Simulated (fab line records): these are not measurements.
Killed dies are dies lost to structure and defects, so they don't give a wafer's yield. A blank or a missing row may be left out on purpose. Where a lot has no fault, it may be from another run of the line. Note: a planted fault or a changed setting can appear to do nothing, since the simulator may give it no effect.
Which of the tools did it? ; flow sky130 ; 21 wafers from 7 lots sampled at 4 of the route's 708 steps

WHAT THE GAUGES READ, wafer by wafer
SKY_SD_N_TW_MEAS_12.
lot;measured;on;SD_N_TW
L123;day 28 19:51;film_metro-02;4000 4018 4017
L125;day 29 12:14;film_metro-03;1393 1400 1401
L127;day 29 17:18;film_metro-03;1401 1401 1395
L134;day 32 05:45;film_metro-03;3987 3999 3995
L137;day 33 08:06;film_metro-04;4000 4003 3977
L140;day 34 07:24;film_metro-04;3975 3947 3969
L142;day 34 09:23;film_metro-02;3985 3987 3995

TOOL THAT RAN EACH LOT (tool first, then ch and the chambers of the sampled wafers, then the start)
lot;SKY_POLY_CUT_ETCH_10;SKY_SD_N_IMPLANT_09;SKY_SD_N_STRIP_11
L123;rie_diel-04 ch 0,3, day 25 05:02;implanter-01 ch 0, day 28 19:29;plasma_asher-04 ch 0,1, day 28 19:46
L125;rie_diel-03 ch 1,3, day 25 22:43;implanter-04, day 29 11:50;plasma_asher-01 ch 0,1, day 29 12:08
L127;rie_diel-04 ch 0,2, day 26 04:14;implanter-04, day 29 16:56;plasma_asher-01 ch 0,1, day 29 17:13
L134;rie_diel-04 ch 0,1,3, day 28 18:20;implanter-01 ch 0, day 32 05:22;plasma_asher-02 ch 0,1, day 32 05:38
L137;rie_diel-04 ch 1,2,3, day 29 21:43;implanter-03 ch 0, day 33 07:44;plasma_asher-02 ch 0,1, day 33 08:01
L140;rie_diel-04 ch 1,2, day 30 21:32;implanter-03 ch 0, day 34 07:01;plasma_asher-04 ch 0, day 34 07:17
L142;rie_diel-02 ch 0,2,3, day 31 00:52;implanter-03 ch 0, day 34 08:59;plasma_asher-04 ch 0,1, day 34 09:17
- SKY_POLY_CUT_ETCH_10: etches BARC in N2/H2, stops on SiO2, time 45.9 s, target depth 60 nm.
- SKY_SD_N_IMPLANT_09
- SKY_SD_N_STRIP_11: strips in O2/N2.

THE ANSWER, worked out from the rows above alone
Rule: what is usual is taken from the lots themselves. Put in order of their means at a reading, lots are off if they are a third of the lots or fewer, leave a main group of 4 or more, and stand apart from it by a gap of 3 or more times the standard deviation of the main group's means; of several such gaps the widest counts. Not used: any main group whose means are identical at the precision the tables above print for the reading. Also off: a lot with no number at a reading for which 4 or more lots have one. Any other lot the step has rows for is counted as sound.
Off: L125, L127, seen at SKY_SD_N_TW_MEAS_12 (SD_N_TW). The main group has a mean of 3990 with a standard deviation of 15.
If a tool, at a process step before that reading, ran all the lots that are off and no sound lot after the first of them, it fits. The gauges at SKY_SD_N_TW_MEAS_12 are tried like those tools. Undecided on this evidence; 2 tools fit (implanter-04 at SKY_SD_N_IMPLANT_09, plasma_asher-01 at SKY_SD_N_STRIP_11).

WHAT HAD BEEN PUT IN BY THE SIMULATOR
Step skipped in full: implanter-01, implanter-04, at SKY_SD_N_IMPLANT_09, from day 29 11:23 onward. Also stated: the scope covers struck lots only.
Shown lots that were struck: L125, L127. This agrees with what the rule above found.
